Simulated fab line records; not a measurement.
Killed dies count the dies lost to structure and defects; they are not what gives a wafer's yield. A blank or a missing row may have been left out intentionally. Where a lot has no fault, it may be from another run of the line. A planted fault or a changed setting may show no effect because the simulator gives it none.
2 desks, one fault / flow gf180mcu / every desk sees just its own numbers, and what lay behind them comes last

THE METROLOGY DESK
Lot by lot, what the gauges showed, no matter which tool ran the lot: averages of those sampled wafers that carry a number. Any lot whose mean is over 4 standard deviations away from the usual mean is out of limits and marked OUT; that distance is given in the brackets.
Columns: A = POLY_GATE_CVD_00_THK at GF_POLY_GATE_THK_MEAS_01, usual 198.4 nm; B = cd nm at GF_HV_LDD_CD_MEAS_31, usual 400.0 nm; C = HV_LDD_RS at GF_HV_LDD_RS_MEAS_53, usual 418.2 ohm/sq
lot=L491; first seen here=day 8 11:27; A=197.7; B=399.2; C=419.7
lot=L493; first seen here=day 9 02:52; A=196.0; B=400.2; C=416.9
lot=L492; first seen here=day 9 02:53; A=199.5; B=398.0; C=418.4
lot=L494; first seen here=day 9 09:20; A=195.7; B=399.6; C=418.6
lot=L496; first seen here=day 10 06:37; A=198.0; B=403.5; C=417.9
lot=L499; first seen here=day 10 20:04; A=197.5; B=399.2; C=409.5 (-10) OUT
lot=L500; first seen here=day 11 05:22; A=200.2; B=401.5; C=418.7
lot=L501; first seen here=day 11 07:52; A=197.8; B=399.6; C=409.4 (-10) OUT
lot=L505; first seen here=day 12 12:05; A=198.1; B=395.3; C=419.7
lot=L508; first seen here=day 13 11:07; A=197.9; B=399.1; C=417.8
lot=L512; first seen here=day 14 12:24; A=200.3; B=402.7; C=417.6
lot=L513; first seen here=day 14 18:37; A=201.3; B=401.1; C=418.2
lot=L514; first seen here=day 14 23:17; A=198.6; B=398.7; C=417.2
Finding of this desk: L499, L501 out of limits, first seen on L499 at day 15 05:14 (HV_LDD_RS at GF_HV_LDD_RS_MEAS_53). L491, L493, L492, L494, L496, L500, L505, L508, L512, L513, L514 stayed within limits.

AT THE TOOL OWNER'S DESK: implanter-04
For each lot that ran on this tool, the mean over its sampled wafers that have a number, from the tool's own readings at GF_HV_LDD_IMPLANT_09. Any lot whose mean is over 4 standard deviations away from the usual mean is out of limits and marked OUT; that distance is given in the brackets.
Columns: A = dose ions cm2 at GF_HV_LDD_IMPLANT_09, usual 9.997e+13
lot=L491; first seen here=day 9 22:53; A=9.997e+13
lot=L499; first seen here=day 12 13:38; A=1.048e+14 (+44) OUT
lot=L501; first seen here=day 13 01:01; A=1.047e+14 (+43) OUT
lot=L514; first seen here=day 16 21:56; A=9.989e+13
This desk's finding: out of limits on L499, L501; first on L499, day 12 13:38 (dose ions cm2 at GF_HV_LDD_IMPLANT_09). L491, L514 stayed within limits.

ALL TOGETHER
The tool owner's desk had the chance to raise an alarm at day 12 13:38 on L499, L501.
On L499, L501, the metrology desk was in a position to raise an alarm at day 15 05:14.
On implanter-04, each named lot ran GF_HV_LDD_IMPLANT_09.

WHAT THE SIMULATOR HAD PUT IN
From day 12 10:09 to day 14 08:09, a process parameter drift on implanter-04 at GF_HV_LDD_IMPLANT_09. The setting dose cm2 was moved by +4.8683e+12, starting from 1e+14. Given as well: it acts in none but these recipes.
Lots struck among those shown: L499, L501.
Delay (hours) between the fault's onset and each desk's first out-of-limits reading: 3 at the tool owner's desk, 67 at the metrology desk.
